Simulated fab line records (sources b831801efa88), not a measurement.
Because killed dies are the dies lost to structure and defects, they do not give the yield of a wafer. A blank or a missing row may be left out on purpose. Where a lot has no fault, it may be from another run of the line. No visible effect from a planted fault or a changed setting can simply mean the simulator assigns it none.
A lot that was struck, set against a sound lot || flow sky130 || 15 out of 708 route steps
Sound: wafers L755.1, L755.3, L755.5. Struck: wafer L745.1 (left out: L745.3, L745.5 of the same lot, which were not struck); the cause appears at the end.
At each step with rows: each side's tool, then ch and its chambers, then its first start. Under that, the readings that differ: sound wafers || struck wafers || difference of the means || sigmas: that difference in standard deviations of wafers without a fault.
alike: readings with means less than 2 such deviations apart, plus words and numbers identical on both sides. not compared: withheld readings, readings lacking a value on some wafer, bounds such as >300 that could conceal the same value, and numbers that have no deviation in the record and whose values overlap.
The two part at a step that has a row with sigmas, a row that says differs or no value, or rows on one side only. Non-overlapping numbers with no deviation appear without sigmas and do not part them. A reading missing from all wafers of one side parts the sides only when that side holds two or more wafers.

first, 2 steps without rows for these wafers: SKY_VIA4_PEB_09; SKY_VIA4_DEVELOP_10 (develop time 60 s).
SKY_VIA4_OVL_MEAS_11:
  struck on overlay-02, day 45 01:43; sound on overlay-02, day 47 10:19
  alike: VIA4_OVL
SKY_VIA4_ETCH_12: etches SiO2 in C4F8/O2/Ar, stops on TiN, target depth 580 nm.
  sound on rie diel-02 ch 0,2,3, day 47 10:20; struck on rie diel-01 ch 0, day 45 01:44
  alike: oes product au
SKY_VIA4_STRIP_13: strips in O2/N2.
  sound on plasma asher-02 ch 0,1, day 47 10:25; struck on plasma asher-01 ch 1, day 45 01:49
  alike: drypump motor current A, oes product au, strip time to endpoint s
  not compared: rf hours counter h
then, 3 steps without rows for these wafers: SKY_VIA4_STRIP_14 (strips in post etch residue remover, time 1200 s); SKY_VIA4_CLEAN_15 (cleans in IPA, time 180 s); SKY_VIA4_CLEAN_16 (cleans in O3/DIW).
SKY_VIA4_SPUTTER_17: material TiN, target thk 20 nm, time 80 s.
  struck on pvd sputter-02, day 45 02:29; sound on pvd sputter-04, day 47 11:03
  alike: chamber pressure pa, throttle valve pct
SKY_VIA4_CVD_18: deposits W, target thk 505 nm, time 152.14 s.
  sound on cvd w-02 ch 0,1, day 47 11:07; struck on cvd w-01 ch 1, day 45 02:32
  alike: heater power w
SKY_VIA4_RS_MEAS_19: a four-point-probe measurement.
  struck on film metro-04, day 45 02:43; sound on film metro-04, day 47 11:16
  alike: VIA4_W_RS
SKY_VIA4_THK_MEAS_20: measures by xrf.
  struck on film metro-04, day 45 02:50; sound on film metro-04, day 47 11:23
  alike: VIA4_W_THK
SKY_VIA4_CMP_21: polishes, stops on SiO2, t overpolish 25 s, target thk 0 nm.
  sound on cmp-02 ch 1,2,3, day 47 11:32; struck on cmp-01 ch 1, day 45 03:00
{"reading": "overpolish run s (s)", "sound": "25.004 24.978 24.993", "struck": 0.037, "difference": -24.955, "sigmas": "-99 or more"}
{"reading": "time to endpoint s (s)", "sound": "120 129 125", "struck": 189, "difference": "+64", "sigmas": "+9"}
  alike: motor current A, slurry flow ml min
SKY_METAL5_SPUTTER_00: material Ti, target thk 15 nm, time 10 s.
  rows exist in the record for the sound wafers here (pvd sputter-01, day 47 11:44), none for the struck ones
-- the record jumps here: 3 days lie between the struck wafers' starts before and after (it left off in module METAL5 and takes up again in module PAD_OPEN, whose first step shown is number 708 of the route) --
SKY_PAD_OPEN_PROBE_99:
  struck on prober-01, day 47 22:43; sound on prober-01, day 49 23:39
{"reading": "defect limited yield (%)", "sound": "80.3 84.8 79.5", "struck": 0, "difference": -82, "sigmas": -41}
{"reading": "killed_at_M4_up", "sound": "3 2 4", "struck": 424, "difference": "+421", "sigmas": "+99 or more"}
{"reading": "killed dies", "sound": "97 75 101", "struck": 492, "difference": "+401", "sigmas": "+41"}
{"reading": "killed on rim", "sound": "24 17 24", "struck": 96, "difference": "+74", "sigmas": "+20"}
{"reading": "killed open", "sound": "52 47 61", "struck": 33, "difference": -20, "sigmas": -3}
{"reading": "sort_bin_3_pad_short (%)", "sound": "1.0 0.6 0.8", "struck": 85.8, "difference": "+85.0", "sigmas": "+99 or more"}
{"reading": "sort_bin_5_function (%)", "sound": "11.2 10.6 12.4", "struck": 7.5, "difference": -3.9, "sigmas": -3}
{"reading": "sort n pass", "sound": "395 417 391", "struck": 0, "difference": -401, "sigmas": -41}
{"reading": "sort yield pct (%)", "sound": "80.3 84.8 79.5", "struck": 0, "difference": -82, "sigmas": -41}
  alike: killed_at_M0_to_M3, killed at contacts, killed at front end, killed at other, killed short, sort_bin_6_memory

## WHERE THEY PART
At SKY_VIA4_CMP_21 first; at SKY_PAD_OPEN_PROBE_99 last (within this record only).

WHY: what the simulator had put in
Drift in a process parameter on cmp-01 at SKY_VIA4_CMP_21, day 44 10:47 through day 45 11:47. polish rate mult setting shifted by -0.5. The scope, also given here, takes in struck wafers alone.
